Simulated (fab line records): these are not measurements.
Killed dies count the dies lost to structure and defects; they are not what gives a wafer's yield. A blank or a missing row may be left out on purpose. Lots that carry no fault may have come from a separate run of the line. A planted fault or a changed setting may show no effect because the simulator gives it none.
A single fault, viewed from 2 desks + flow sky130 + every desk sees just its own numbers, and what lay behind them comes last

METROLOGY DESK
Means of the sampled wafers that have a number, per lot and without regard to the tool the lot ran on: this is what the gauges read. A lot is out of limits, marked OUT, if its mean lies more than 4 standard deviations from the usual mean; the brackets give that distance.
Columns: A = VIA1_W_RS at SKY_VIA1_RS_MEAS_22, usual 0.425 ohm/sq; B = VIA1_W_THK at SKY_VIA1_THK_MEAS_23, usual 276 nm
| lot  | first seen here | A     | B   |
|------|-----------------|-------|-----|
| L825 | day 34 00:52    | 0.427 | 274 |
| L827 | day 34 21:02    | 0.425 | 279 |
| L835 | day 37 05:09    | 0.425 | 273 |
| L838 | day 38 14:20    | 0.421 | 276 |
| L842 | day 39 11:49    | 0.421 | 280 |
| L843 | day 39 17:26    | 0.422 | 277 |
This desk's verdict: no lot among the 6 shows anything out of limits.

TOOL OWNER'S DESK, pvd_sputter-04
At SKY_METAL2_SPUTTER_01 (material TiN, target thk 20 nm, time 16.7 s) the tool's own readings: per lot run on this tool, the mean of the sampled wafers that have a number. A lot is out of limits, marked OUT, if its mean lies more than 4 standard deviations from the usual mean; the brackets give that distance.
Columns: A = cathode_dc_power_W at SKY_METAL2_SPUTTER_01, usual 6499.9 W; B = throttle_valve_pct at SKY_METAL2_SPUTTER_01, usual 29.8 %
| lot  | first seen here | A      | B    |
|------|-----------------|--------|------|
| L825 | day 34 01:22    | 6499.7 | 30.3 |
| L827 | day 34 21:33    | 6499.8 | 30.7 |
| L835 | day 37 05:39    | 6499.4 | 30.2 |
| L838 | day 38 14:49    | 6500.8 | 30.4 |
This desk's verdict: no lot among the 4 shows anything out of limits.

BROUGHT TOGETHER
Nothing out of limits was seen by the metrology desk.
Nothing out of limits was seen by the tool owner's desk.

WHAT THE SIMULATOR HAD PUT IN
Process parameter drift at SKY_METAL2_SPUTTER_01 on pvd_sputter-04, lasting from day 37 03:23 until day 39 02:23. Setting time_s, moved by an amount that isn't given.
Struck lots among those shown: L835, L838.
